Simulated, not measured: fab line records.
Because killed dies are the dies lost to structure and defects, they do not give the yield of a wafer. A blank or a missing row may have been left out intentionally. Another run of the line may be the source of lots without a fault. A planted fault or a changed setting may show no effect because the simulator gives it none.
The same fault as seen by 2 desks :: flow sky130 :: every desk sees just its own numbers, and what lay behind them comes last

THE METROLOGY DESK
Means of the sampled wafers that have a number, per lot and without regard to the tool the lot ran on: this is what the gauges read. Marked OUT: a lot whose mean sits more than 4 standard deviations from the usual mean, which makes it out of limits; the brackets give that distance.
Columns: A = VIA2_W_RS at SKY_VIA2_RS_MEAS_22, usual 0.2744 ohm/sq
lot: L142
first seen here: day 36 05:19
A: 0.2736

lot: L143
first seen here: day 36 13:14
A: 0.2733

lot: L144
first seen here: day 36 20:20
A: 0.2731

lot: L145
first seen here: day 37 07:29
A: 0.2760

lot: L146
first seen here: day 37 19:09
A: 0.2719

lot: L147
first seen here: day 37 21:11
A: 0.2771

lot: L148
first seen here: day 38 07:43
A: 0.2762

lot: L149
first seen here: day 38 15:23
A: 0.2729

lot: L150
first seen here: day 38 16:34
A: 0.2752

lot: L151
first seen here: day 39 13:49
A: 0.2724

lot: L155
first seen here: day 40 13:25
A: 0.2748

lot: L159
first seen here: day 41 16:48
A: 0.2751
Result from this desk: across the 12 lots, nothing is out of limits.

AT THE TOOL OWNER'S DESK: pvd sputter-01
At SKY_METAL2_SPUTTER_01 (material TiN, target thk 20 nm, time 16.7 s) the tool's own readings: per lot run on this tool, the mean of the sampled wafers that have a number. Marked OUT: a lot whose mean sits more than 4 standard deviations from the usual mean, which makes it out of limits; the brackets give that distance.
Columns: A = throttle valve pct at SKY_METAL2_SPUTTER_01, usual 29.2 %
lot: L142
first seen here: day 33 22:01
A: 28.8

lot: L143
first seen here: day 34 06:04
A: 28.7

lot: L144
first seen here: day 34 13:34
A: 29.7

lot: L145
first seen here: day 35 00:54
A: 29.1

lot: L147
first seen here: day 35 15:53
A: 28.8

lot: L155
first seen here: day 38 09:04
A: 29.5

lot: L159
first seen here: day 39 13:47
A: 28.9
Result from this desk: across the 7 lots, nothing is out of limits.

PUT TOGETHER
At the metrology desk, nothing out of limits was observed.
Nothing out of limits was seen by the tool owner's desk.

WHAT WAS PUT IN BY THE SIMULATOR
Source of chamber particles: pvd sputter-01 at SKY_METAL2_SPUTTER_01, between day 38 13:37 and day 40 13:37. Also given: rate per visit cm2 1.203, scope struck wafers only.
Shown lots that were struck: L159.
